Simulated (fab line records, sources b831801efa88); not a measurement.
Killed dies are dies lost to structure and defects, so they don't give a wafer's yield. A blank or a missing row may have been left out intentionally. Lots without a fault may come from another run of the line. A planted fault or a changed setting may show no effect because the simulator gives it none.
The tool behind it: which one? ; flow sky130 ; Sampling: 11 lots, 33 wafers, 2 of 708 route steps

WHAT THE GAUGES SHOWED, per wafer
SKY_SD_P_CD_MEAS_07: target cd 380 nm.
lot;measured;on;cd nm (nm)
L364;day 25 18:25;cd sem-01;380.2 379.2 379.4
L369;day 27 09:52;cd sem-01;382.6 379.1 379.6
L370;day 27 20:31;cd sem-01;381.9 381.1 382.4
L371;day 28 05:02;cd sem-01;380.8 382.9 382.5
L372;day 28 13:37;cd sem-02;378.9 378.5 377.3
L374;day 29 09:19;cd sem-01;376.1 379.3 379.5
L375;day 29 19:50;cd sem-02;379.2 379.6 378.7
L377;day 30 12:38;cd sem-01;379.4 383.8 381.4
L378;day 30 20:57;cd sem-02;380.0 381.0 381.7
L383;day 32 00:34;cd sem-01;380.9 378.8 380.2
L386;day 33 04:51;cd sem-01;378.8 378.7 377.8

SKY_SD_P_OVL_MEAS_08.
lot;measured;on;SD_P_OVL (nm)
L364;day 25 18:31;overlay-01;-0.3 0.3 -1.2
L369;day 27 09:59;overlay-01;-1.0 -1.6 -1.8
L370;day 27 20:38;overlay-02;-1.8 -0.7 0.0
L371;day 28 05:09;overlay-02;-1.1 -1.2 -2.1
L372;day 28 13:44;overlay-02;-2.7 0.2 -2.2
L374;day 29 09:26;overlay-01;-0.6 -0.1 0.4
L375;day 29 19:56;overlay-01;-1.4 -4.0 -1.1
L377;day 30 12:45;overlay-01;-3.0 -2.9 -3.3
L378;day 30 21:04;overlay-01;-0.1 -0.2 0.6
L383;day 32 00:41;overlay-02;-0.8 -1.0 -2.1
L386;day 33 04:58;overlay-01;0.9 1.2 0.1

WHICH TOOL RAN EACH LOT (tool, then ch and the chambers of the sampled wafers, then the start)
No process step before these readings appears in the record.

WHAT THE TOOLS THEMSELVES READ (means of the sampled wafers that have a number; where no wafer has one, the mark that the record gives instead)
The record holds no such reading with a usual standard deviation.

THE ANSWER, worked out from the rows above alone
Rule: what is usual is taken from the lots themselves. The widest of any qualifying gaps counts: lots, ordered by their means at a reading, are off when they make up no more than a third of the lots, leave a main group of 4 or more, and stand apart from it by 3 or more times the standard deviation of that group's means. The tables above print the reading to a certain number of digits; a main group whose means all agree to those digits is not used. A lot without any number at a reading at which 4 lots or more have one is off too. The other lots that the step has rows for count as sound. After the gauges, taken in route order, come the tools' own readings; for these a lot's mean is taken, as printed above. At the first step where some lot is off, the reading lying furthest off is the one used; lots without a number count as furthest.
No lot is off on any of the readings shown, so nothing can be concluded from this.

WHAT THE SIMULATOR HAD INSERTED
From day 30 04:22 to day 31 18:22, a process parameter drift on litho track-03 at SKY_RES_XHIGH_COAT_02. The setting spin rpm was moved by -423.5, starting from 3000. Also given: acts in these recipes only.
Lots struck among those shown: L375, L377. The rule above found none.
